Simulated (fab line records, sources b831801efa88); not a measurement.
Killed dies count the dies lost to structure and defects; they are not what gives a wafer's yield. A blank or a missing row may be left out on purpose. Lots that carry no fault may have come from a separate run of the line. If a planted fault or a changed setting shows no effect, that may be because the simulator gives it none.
2 desks looking at one fault -- flow gf180mcu -- what lay behind the numbers comes last; until then each desk has only its own

== FROM THE METROLOGY DESK ==
Means of the sampled wafers that have a number, per lot and without regard to the tool the lot ran on: this is what the gauges read. Any lot whose mean is over 4 standard deviations away from the usual mean is out of limits and marked OUT; that distance is given in the brackets.
Columns: A = HV_LDD_4_TW at GF_HV_LDD_TW_MEAS_50, usual 565.4; B = NSD_RS at GF_PSD_RS_MEAS_14, usual 46.19 ohm/sq; C = PSD_RS at GF_PSD_RS_MEAS_15, usual 108.7 ohm/sq; D = cd nm at GF_CONTACT_CD_MEAS_14, usual 219.9 nm
lot,first seen here,A,B,C,D
L439,day 12 08:40,566.3,46.08,108.6,221.5
L441,day 13 02:38,564.8,46.13,108.3,219.9
L442,day 13 08:23,562.6,46.26,108.9,220.4
L443,day 13 14:08,564.8,46.09,108.5,218.9
L445,day 14 08:43,564.7,46.23,108.9,219.9
L447,day 14 20:08,565.5,45.19 (-10) OUT,106.7 (-6.3) OUT,218.3
L448,day 15 11:50,567.3,45.31 (-9.2) OUT,107.0 (-5.3) OUT,218.0
L449,day 15 19:21,568.9,45.33 (-9.0) OUT,106.8 (-5.9) OUT,221.2
L456,day 18 15:14,568.2,46.10,108.3,220.3
L457,day 18 16:08,567.7,46.22,108.7,221.6
L460,day 19 20:31,565.7,46.19,108.7,221.1
L459,day 19 20:58,564.3,46.20,108.5,220.2
This desk's finding: out of limits on L447, L448, L449; first on L447, day 16 18:52 (NSD_RS at GF_PSD_RS_MEAS_14). Within limits: L439, L441, L442, L443, L445, L456, L457, L460, L459.

== THE TOOL OWNER'S DESK: rtp anneal-01 ==
Per lot that ran on this tool, the mean of the sampled wafers carrying a number, from the tool's own readings at GF_PSD_RTA_13 (time 20 s). Any lot whose mean is over 4 standard deviations away from the usual mean is out of limits and marked OUT; that distance is given in the brackets.
Columns: A = lamp power pct at GF_PSD_RTA_13, usual 38.0 %; B = run length s at GF_PSD_RTA_13, usual 49.1 s; C = wafer_temp_C_max at GF_PSD_RTA_13, usual 1030.0
lot,first seen here,A,B,C
L439,day 14 03:38,37.5,49.1,1029.4
L441,day 14 21:28,37.5,49.2,1029.8
L442,day 15 03:19,37.4,49.0,1028.4
L443,day 15 10:52,37.4,49.2,1031.5
L445,day 16 06:43,37.5,49.1,1029.6
L447,day 16 18:46,37.4,53.5 (+8.9) OUT,1029.7
L448,day 17 11:28,37.5,53.8 (+9.3) OUT,1030.0
L449,day 17 23:04,37.4,53.7 (+9.3) OUT,1030.1
L456,day 20 19:22,37.4,49.1,1029.9
L457,day 21 00:25,37.4,49.0,1030.9
L459,day 22 00:17,37.4,49.0,1030.2
This desk's finding: out of limits on L447, L448, L449; first on L447, day 16 18:46 (run length s at GF_PSD_RTA_13). Within limits: L439, L441, L442, L443, L445, L456, L457, L459.

== ALL TOGETHER ==
The tool owner's desk could have raised an alarm at day 16 18:46, on L447, L448, L449.
An alarm was possible from the metrology desk at day 16 18:52, on L447, L448, L449.
GF_PSD_RTA_13 was run on rtp anneal-01 by each of the lots named.

== WHAT THE SIMULATOR PUT IN ==
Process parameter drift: rtp anneal-01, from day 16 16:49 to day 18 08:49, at GF_PSD_RTA_13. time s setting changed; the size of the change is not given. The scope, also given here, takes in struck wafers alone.
Shown lots that were struck: L447, L448, L449.
Time in hours from fault onset to the first out-of-limits reading at each desk: tool owner's desk 2, metrology desk 2.
